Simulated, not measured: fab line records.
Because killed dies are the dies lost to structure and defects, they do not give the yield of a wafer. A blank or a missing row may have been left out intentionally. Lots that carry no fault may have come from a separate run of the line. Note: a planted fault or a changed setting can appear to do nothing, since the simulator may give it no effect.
Matching of chambers | flow sfq_line | pecvd-04 running SFQ_TRILAYER_I2_DEP_PECVD_063: 3 sister chambers
The step deposits SiO2 from SiH4/N2O, time 111.11 s, target thk 500 nm. 6 wafers are shown with their chamber, then 8 later ones without.

## WAFERS WITH THEIR CHAMBER
wafer  | chamber | throttle_valve_pct (%) | heater_power_w (W)
L370.5 | 1       | 25.1                   | 69
L370.6 | 0       | 23.7                   | 97
L373.3 | 0       | 23.7                   | 98
L374.4 | 2       | 24.4                   | 84
L374.6 | 1       | 25.2                   | 56
L380.3 | 2       | 24.5                   | 86

## WAFERS MISSING THEIR CHAMBER
wafer  | throttle_valve_pct (%) | heater_power_w (W)
L380.4 | 24.3                   | 69
L380.6 | 23.7                   | 101
L381.1 | 24.5                   | 80
L381.5 | 25.4                   | 65
L381.6 | 23.8                   | 90
L385.1 | 24.0                   | 91
L385.2 | 25.4                   | 62
L385.6 | 25.3                   | 67

## CHAMBER TAKEN BY EACH
wafer  | from the rows above | in truth
L380.4 | 2                   | 2
L380.6 | 0                   | 0
L381.1 | 2                   | 2
L381.5 | 1                   | 1
L381.6 | 0                   | 0
L385.1 | 0                   | 0
L385.2 | 1                   | 1
L385.6 | 1                   | 1
Correct placement for 8 of the 8. Number that these rows cannot place: 0. Wrongly placed: 0.
How it was worked out, from the rows above alone: a wafer's distance from a chamber is the root of the sum, over the readings, of the square of ((its reading less the chamber's mean) divided by the reading's scatter). The wafer belongs to the nearest chamber; if the next one is less than 2 further off, it can't be placed. Each chamber's mean is taken over the wafers shown for it. How the scatter is found: for the shown wafers, subtract from each reading the mean of its chamber, square and add these, divide the total by (wafers less chambers), then take the root.
